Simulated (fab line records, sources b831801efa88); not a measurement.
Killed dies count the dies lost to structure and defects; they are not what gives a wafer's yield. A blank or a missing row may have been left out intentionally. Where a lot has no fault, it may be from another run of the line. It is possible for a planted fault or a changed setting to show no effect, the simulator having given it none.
Problem report, 8D (eight disciplines) form, completed by code / flow sky130 / the parts of the form that need people (team, actions taken, sign-off) are left out

== 1. WHAT WENT WRONG ==
Across 6 wafers from 2 lots, PASSIVATION_CVD_02_THK at SKY_PASSIVATION_THK_MEAS_03 averages 600 nm, while fault-free wafers read 540 nm with a standard deviation of 7.2. That puts it +8.3 standard deviations away from the usual mean.
First seen on wafer L847.3, day 46 18:58, on film metro-03. At this step, 33 wafers from 11 lots have a number in the record. By rule, "out" or "out of limits" means more than 4 standard deviations away from the usual mean. Any other wafer with a number is counted as sound.

== 2. WHAT IT IS AND WHAT IT IS NOT ==
question=which readings at this step | is=PASSIVATION_CVD_02_THK | is not=-
question=which lots | is=L847, L849 | is not=L836, L838, L839, L841, L843, L844, L845, L850, L859
question=which wafers of those lots | is=all that have a number | is not=-
question=read on which gauges | is=film metro-03, film metro-04 | is not=film metro-02
question=when | is=from day 46 18:58 | is not=up to then (21 sound wafers); but 6 sound wafers of L850, L859 came after

== 3. WHAT RULES OUT EACH SUSPECT ==
Counting: any tool at a process step up to the reading is kept as a suspect provided that every lot that is out went through it and no sound lot did after the first of them.
- ruled out: the gauge at SKY_PASSIVATION_THK_MEAS_03. 2 gauges (film metro-03, film metro-04) read the wafers that are out.
- pecvd-04 at SKY_PASSIVATION_CVD_02 (deposits Si3N4, target thk 540 nm): kept. All lots that are out passed through it, beginning with L847 at day 46 18:43, and no sound lot followed; its final sound lot before that point was L844 at day 45 23:14. On those wafers its own readings are out: rf fwd power W.
After counting, what remains is pecvd-04 at SKY_PASSIVATION_CVD_02.

== 4. THE CAUSE (what the simulator had put in) ==
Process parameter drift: pecvd-04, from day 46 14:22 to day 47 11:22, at SKY_PASSIVATION_CVD_02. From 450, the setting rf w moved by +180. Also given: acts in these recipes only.
The count eliminated every tool but this one.

== 5. THE CHAIN OF EFFECTS, in route order ==
Rows list readings where the struck wafers' mean (over those with a number) sits beyond 3 standard deviations from the usual. Readings are gone through only where the record gives a usual standard deviation; hours: the median, over the lots, of the time from a lot's start at the first step in this table giving one to that lot's start at this step; sigmas: the change measured in usual standard deviations.
hours=0; step=SKY_PASSIVATION_CVD_02; reading=rf fwd power W; usual=449.1 W; on struck wafers=629.3; change=+180.2; sigmas=+99 or more
hours=0; step=SKY_PASSIVATION_THK_MEAS_03; reading=PASSIVATION_CVD_02_THK; usual=540 nm; on struck wafers=600; change=+60; sigmas=+8.3
It contains these process steps:
- SKY_PASSIVATION_CVD_02: deposits Si3N4, target thk 540 nm.

== 6. WHAT WOULD HAVE CAUGHT IT SOONER ==
5 hours passed between the start of the fault at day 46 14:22 and the first reading out of limits at a measuring or inspecting step in this record, taken at day 46 18:58.
Tool's own readings at SKY_PASSIVATION_CVD_02, rf fwd power W: out on all struck wafers the step has rows for; an alarm limit on them would have tripped on the first.
Lots out: 2; of these, L849 started SKY_PASSIVATION_CVD_02 on pecvd-04 after day 46 18:58. Holding the tool at that time would have saved it.
